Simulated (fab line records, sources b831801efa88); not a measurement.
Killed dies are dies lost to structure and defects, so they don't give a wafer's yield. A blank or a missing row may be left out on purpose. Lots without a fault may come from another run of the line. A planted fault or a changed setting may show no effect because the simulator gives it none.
Chamber matching | flow gf180mcu | GF_V1_CVD_02 on pecvd-03: 3 sister chambers
The step deposits SiO2 from TEOS, target thk 850 nm, time 94.851 s. 3 wafers are shown with their chamber, then 8 later ones without.

WAFERS WITH THEIR CHAMBER
wafer  | chamber | heater_power_w (W)
L313.1 | 2       | 771
L313.3 | 1       | 676
L316.1 | 0       | 648

WAFERS WITHOUT THEIR CHAMBER
wafer  | heater_power_w (W)
L316.3 | 589
L316.5 | 647
L319.2 | 700
L319.4 | 552
L319.5 | 790
L320.2 | 658
L320.4 | 686
L320.6 | 580

WHICH CHAMBER EACH WENT THROUGH
wafer  | from the rows above          | in truth
L316.3 | can't be placed: 0 or 1      | 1
L316.5 | can't be placed: 0 or 1      | 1
L319.2 | can't be placed: 1 or 0 or 2 | 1
L319.4 | can't be placed: 0 or 1      | 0
L319.5 | can't be placed: 2 or 1      | 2
L320.2 | can't be placed: 0 or 1      | 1
L320.4 | can't be placed: 1 or 0 or 2 | 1
L320.6 | can't be placed: 0 or 1      | 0
Placed correctly: 0 of 8. Can't be placed from these rows: 8 (the true chamber is among the candidates in 8). Placed wrongly: 0.
How it was worked out, from the rows above alone: a wafer's distance from a chamber is the root of the sum, over the readings, of the square of ((its reading less the chamber's mean) divided by the reading's scatter). The wafer belongs to the nearest chamber; if the next one is less than 2 further off, it can't be placed. A chamber's mean is the mean of its shown wafers. The scatter: with one shown wafer a chamber, the root of the mean of the squares of how far each hidden wafer lies from its nearest shown one.
